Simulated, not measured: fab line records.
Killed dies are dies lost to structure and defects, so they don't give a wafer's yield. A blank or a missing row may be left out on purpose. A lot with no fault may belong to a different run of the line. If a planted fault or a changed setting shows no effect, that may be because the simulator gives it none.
A struck lot beside a sound one | flow sfq line | 21 steps out of a route of 325
Sound: the wafers L918.1, L918.3, L918.6. Struck: wafer L922.6 (L922.2, L922.3, from the same lot, were not struck and are left out); the cause is given at the end.
Order at every step that has rows: each side's tool, ch and its chambers, its first start. Under that, the readings that differ: sound wafers | struck wafers | difference of the means | sigmas: that difference in standard deviations of wafers without a fault.
alike: same words and numbers on both sides, and readings whose means sit less than 2 such deviations apart. not compared: any withheld reading, any reading some wafer has no value for, any bound like >300 that may hide the same value, and any number with overlapping values for which the record gives no deviation.
The two part at a step that has a row with sigmas, a row that says differs or no value, or rows on one side only. When numbers do not overlap yet have no deviation, they are printed without sigmas and do not part them. A reading missing from all wafers of one side parts the sides only when that side holds two or more wafers.

SFQ_TRILAYER_M5_BARC_OPEN_METAL_ETCH_161: etches BARC in O2, target depth 125 nm, time 41.7 s.
  sound on rie metal-03 ch 0,1, day 52 12:13; struck on rie metal-01 ch 1, day 55 00:49
  alike: drypump motor current A, oes product au
  not compared: rf hours counter h
SFQ_TRILAYER_M5_ETCH_METAL_ETCH_126: etches Nb in Cl2/BCl3, stops on SiO2, time 203.2 s, target depth 265 nm.
  sound on rie metal-03 ch 0,1, day 52 12:16; struck on rie metal-01 ch 1, day 55 00:52
  alike: drypump motor current A, oes product au
  not compared: rf hours counter h
then, 2 steps without rows for these wafers: SFQ_TRILAYER_M5_STRIP_STRIP_127 (strips in O2); SFQ_TRILAYER_M5_STRIP_SOLV_CLEAN_128 (cleans in NMP, time 600 s).
SFQ_TRILAYER_A5B_DEP_PECVD_129: deposits SiO2 from SiH4/N2O, time 133.33 s, target thk 600 nm.
  sound on pecvd-04 ch 0,2, day 52 13:14; struck on pecvd-02 ch 0, day 55 01:50
  reading            | sound     | struck | difference | sigmas
  heater power w (W) | 101 78 83 | 56     | -31        | -2
  alike: throttle valve pct
SFQ_TRILAYER_A5B_CMP_CMP_130: polishes, stops on Nb, target thk 340.7 nm.
  sound on cmp-01 ch 1,3, day 53 04:23; struck on cmp-01 ch 2, day 55 07:48
  alike: motor current A, slurry flow ml min
following that, these wafers have no rows for 1 step: SFQ_TRILAYER_A5B_METRO_MEASURE_131.
SFQ_TRILAYER_R5_DEP_SPUTTER_132: material Ti, target thk 5 nm, time 5 s.
  sound on pvd sputter-06 at day 53 08:35; struck on pvd sputter-06 at day 55 09:30
  alike: throttle valve pct
then, 2 steps without rows for these wafers: SFQ_TRILAYER_R5_DEP_SPUTTER_133 (material MoNx, target thk 40 nm, time 66.7 s); SFQ_TRILAYER_R5_DEP_SPUTTER_134 (material Ti, target thk 5 nm, time 5 s).
SFQ_R5_RS_MEAS_933: measures by four-point-probe.
  sound on film metro-03 at day 53 08:41; struck on film metro-01 at day 55 09:37
  reading             | sound          | struck | difference | sigmas
  R5_MONX_RS (ohm/sq) | 7.15 7.03 7.05 | 6.83   | -0.25      | -3
SFQ_R5_THK_MEAS_934: measures by xrf.
  sound on film metro-03 at day 53 08:48; struck on film metro-01 at day 55 09:44
  reading          | sound          | struck | difference | sigmas
  R5_MONX_THK (nm) | 38.7 39.1 39.0 | 40.6   | +1.7       | +4
SFQ_TRILAYER_R5_LITHO_COAT_141: resist thk 62 nm.
  sound on litho track-01 ch 0, day 53 08:52; struck on litho track-03 ch 0, day 55 09:50
  reading                                              | sound             | struck | difference | sigmas
  exhaust pa (Pa)                                      | 45.9 46.7 46.1    | 43.2   | -3.0       | -3
  model.BARC_of_TRILAYER_R5_LITHO_COAT_141.thk nm (nm) | 61.88 61.88 61.76 | 67.32  | +5.48      |
then, 5 steps without rows for these wafers: SFQ_TRILAYER_R5_LITHO_COAT_136 (resist thk 600 nm); SFQ_TRILAYER_R5_LITHO_SOFTBAKE_140; SFQ_TRILAYER_R5_LITHO_EXPOSE_137 (exposes mask R5, target cd 500 nm); SFQ_TRILAYER_R5_LITHO_PEB_139 (peb time 60 s); SFQ_TRILAYER_R5_LITHO_DEVELOP_138 (time 60 s).
-- the record jumps here: 4 days lie between the struck wafers' starts before and after --
SFQ_R5_OVL_MEAS_935:
  sound on overlay-02 at day 54 02:25; struck on overlay-02 at day 59 14:34
  alike: R5_OVL
SFQ_TRILAYER_R5_BARC_OPEN_METAL_ETCH_177: etches BARC in O2, target depth 125 nm, time 41.7 s.
  sound on rie metal-04 ch 0,1, day 54 02:27; struck on rie metal-02 ch 0, day 59 14:36
  reading                     | sound             | struck | difference | sigmas
  drypump motor current A (A) | 4.8 5.6 5.7       | 6.6    | +1.2       | +2
  oes product au (a.u.)       | 0.681 0.693 0.690 | 0.707  | +0.019     | +4
  model.etch.depth nm (nm)    | 61.88 61.88 61.76 | 67.32  | +5.48      |
  not compared: rf hours counter h
then, 1 step without rows for these wafers: SFQ_TRILAYER_R5_ETCH_METAL_ETCH_139 (etches the open film in Cl2, stops on SiO2, target depth 60 nm, time 40 s).

== WHERE THEY PART ==
First at SFQ_TRILAYER_A5B_DEP_PECVD_129; last, within this record, at SFQ_TRILAYER_R5_BARC_OPEN_METAL_ETCH_177.

WHY: what had been put in by the simulator
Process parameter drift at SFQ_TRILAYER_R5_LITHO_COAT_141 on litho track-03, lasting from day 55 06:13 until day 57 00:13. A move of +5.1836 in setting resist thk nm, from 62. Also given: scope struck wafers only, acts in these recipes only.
